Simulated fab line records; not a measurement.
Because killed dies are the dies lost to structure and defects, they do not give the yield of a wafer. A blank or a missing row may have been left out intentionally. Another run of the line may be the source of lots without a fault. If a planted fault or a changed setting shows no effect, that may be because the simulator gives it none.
Struck lot and sound lot, side by side -- flow sfq-line -- 28 steps out of a route of 325
Sound: wafers L525.3, L525.5, L525.6. Struck: wafer L519.5 (L519.1, L519.2, from the same lot, were not struck and are left out); the cause is given at the end.
Order at every step that has rows: each side's tool, ch and its chambers, its first start. Under that, the readings that differ: sound wafers -- struck wafers -- difference of the means -- sigmas: that difference in standard deviations of wafers without a fault.
alike: readings whose means differ by less than 2 such deviations, and words and numbers that are the same on both sides. not compared: withheld readings, readings that some wafer has no value for, bounds like >300 that may hide the same value, and numbers for which the record gives no deviation and whose values overlap.
A row with sigmas, a row that says differs or no value, or rows on one side alone: a step with any of these is where the two part. Numbers that don't overlap but have no deviation are shown without sigmas and don't part them. Lack of a reading on every wafer of one side parts them only where that side has two or more wafers.

first, 6 steps without rows for these wafers: SFQ_TRILAYER_M1_LITHO_COAT_044 (resist thk 62 nm); SFQ_TRILAYER_M1_LITHO_COAT_039 (resist thk 600 nm); SFQ_TRILAYER_M1_LITHO_SOFTBAKE_043; SFQ_TRILAYER_M1_LITHO_EXPOSE_040 (exposes mask M1, target cd 500 nm); SFQ_TRILAYER_M1_LITHO_PEB_042 (peb time 60 s); SFQ_TRILAYER_M1_LITHO_DEVELOP_041 (time 60 s).
SFQ_M1_OVL_MEAS_911:
  struck on overlay-02, day 28 07:18; sound on overlay-01, day 30 07:46
  alike: M1_OVL
then, 2 steps without rows for these wafers: SFQ_TRILAYER_M1_BARC_OPEN_METAL_ETCH_054 (etches BARC in O2, target depth 125 nm, time 41.7 s); SFQ_TRILAYER_M1_ETCH_METAL_ETCH_042 (etches Nb in Cl2/Ar, stops on SiO2, target depth 240 nm, time 120 s).
SFQ_TRILAYER_M1_STRIP_STRIP_043: strips in O2.
  sound on rie-metal-04 ch 0,1, day 30 08:11; struck on rie-metal-04 ch 0, day 28 07:31
  alike: drypump-motor-current-A, oes-product-au
  not compared: rf-hours-counter-h
then, 1 step without rows for these wafers: SFQ_TRILAYER_M1_STRIP_SOLV_CLEAN_044 (cleans in NMP, time 600 s).
SFQ_TRILAYER_I1_DEP_PECVD_045: deposits SiO2 from SiH4/N2O, time 111.11 s, target thk 500 nm.
  sound on pecvd-02 ch 0,2, day 30 08:45; struck on pecvd-02 ch 2, day 28 08:18
  alike: heater-power-w, throttle-valve-pct
SFQ_TRILAYER_I1_CMP_CMP_046: polishes SiO2.
  sound on cmp-02 ch 1,2, day 30 08:50; struck on cmp-01 ch 1, day 28 11:58
reading,sound,struck,difference,sigmas
time-to-endpoint-s (s),204 208 218,227,+17,+3
model.SiO2_of_TRILAYER_I1_DEP_PECVD_045.thk-nm (nm),199.4 200.1 201.4,185,-15,
  alike: edge-zone-pressure-frac, head-pressure-psi, motor-current-A
SFQ_I1_BOW_MEAS_912:
  struck on film-metro-03, day 28 12:28; sound on film-metro-02, day 30 11:52
  alike: I1_BOW
SFQ_TRILAYER_I1_METRO_MEASURE_047:
  struck on film-metro-03, day 28 12:35; sound on film-metro-02, day 30 12:21
reading,sound,struck,difference,sigmas
thk-nm (nm),199.5 199.9 201.4,185.1,-15.2,-16
then, 6 steps without rows for these wafers: SFQ_TRILAYER_I1_VIA_LITHO_COAT_054 (resist thk 62 nm); SFQ_TRILAYER_I1_VIA_LITHO_COAT_049 (resist thk 650 nm); SFQ_TRILAYER_I1_VIA_LITHO_SOFTBAKE_053; SFQ_TRILAYER_I1_VIA_LITHO_EXPOSE_050 (exposes mask I1, target cd 500 nm); SFQ_TRILAYER_I1_VIA_LITHO_PEB_052 (peb time 60 s); SFQ_TRILAYER_I1_VIA_LITHO_DEVELOP_051 (time 60 s).
-- the record jumps here: 6 days lie between the struck wafers' starts before and after --
SFQ_I1_OVL_MEAS_913:
  struck on overlay-01, day 34 17:29; sound on overlay-02, day 36 18:52
  alike: I1_OVL
SFQ_TRILAYER_I1_VIA_BARC_OPEN_VIA_ETCH_071: etches BARC in O2, target depth 125 nm, time 41.7 s.
  sound on rie-diel-02 ch 1,2,3, day 36 18:53; struck on rie-diel-01 ch 0, day 34 17:31
  alike: drypump-motor-current-A, oes-product-au
  not compared: rf-hours-counter-h
SFQ_TRILAYER_I1_VIA_ETCH_VIA_ETCH_052: etches SiO2 in CHF3, stops on Nb, target depth 260 nm.
  sound on rie-diel-02 ch 1,2,3, day 36 18:55; struck on rie-diel-01 ch 0, day 34 17:34
reading,sound,struck,difference,sigmas
oes-product-au (a.u.),0.856 0.851 0.865,0.813,-0.044,-9
model.etch.depth-nm (nm),199.4 200.1 201.4,185,-15,
model.I1.feature-depth-nm (nm),199.4 200.1 201.4,185,-15,
  alike: drypump-motor-current-A
SFQ_TRILAYER_I1_VIA_STRIP_STRIP_053: strips in O2.
  sound on rie-metal-03 ch 0,1, day 36 19:14; struck on rie-metal-04 ch 1, day 34 17:40
  alike: drypump-motor-current-A, oes-product-au
  not compared: rf-hours-counter-h
then, 1 step without rows for these wafers: SFQ_TRILAYER_I1_VIA_STRIP_SOLV_CLEAN_054 (cleans in NMP, time 600 s).
SFQ_TRILAYER_M2_DEP_PRE_CLEAN_056: time 22.5 s.
  struck on pvd-sputter-06, day 34 18:27; sound on pvd-sputter-04, day 36 19:50
reading,sound,struck,difference,sigmas
model.SiO2_of_TRILAYER_I1_DEP_PECVD_045.thk-nm (nm),191.9 192.6 193.9,177.5,-15.3,
SFQ_TRILAYER_M2_DEP_SPUTTER_055: material Nb, target thk 200 nm, time 133.3 s.
  struck on pvd-sputter-06, day 34 18:28; sound on pvd-sputter-04, day 36 19:52
  alike: resputter-cathode-voltage-v, throttle-valve-pct

WHERE THEY PART
First at SFQ_TRILAYER_I1_CMP_CMP_046; last, within this record, at SFQ_TRILAYER_I1_VIA_ETCH_VIA_ETCH_052. Later steps at which nothing parts them and some readings are alike: SFQ_TRILAYER_I1_VIA_STRIP_STRIP_053, SFQ_TRILAYER_M2_DEP_SPUTTER_055.

WHY: what had been put in by the simulator
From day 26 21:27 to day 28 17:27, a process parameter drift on cmp-01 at SFQ_TRILAYER_I1_CMP_CMP_046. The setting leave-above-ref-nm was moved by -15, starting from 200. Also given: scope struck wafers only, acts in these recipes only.
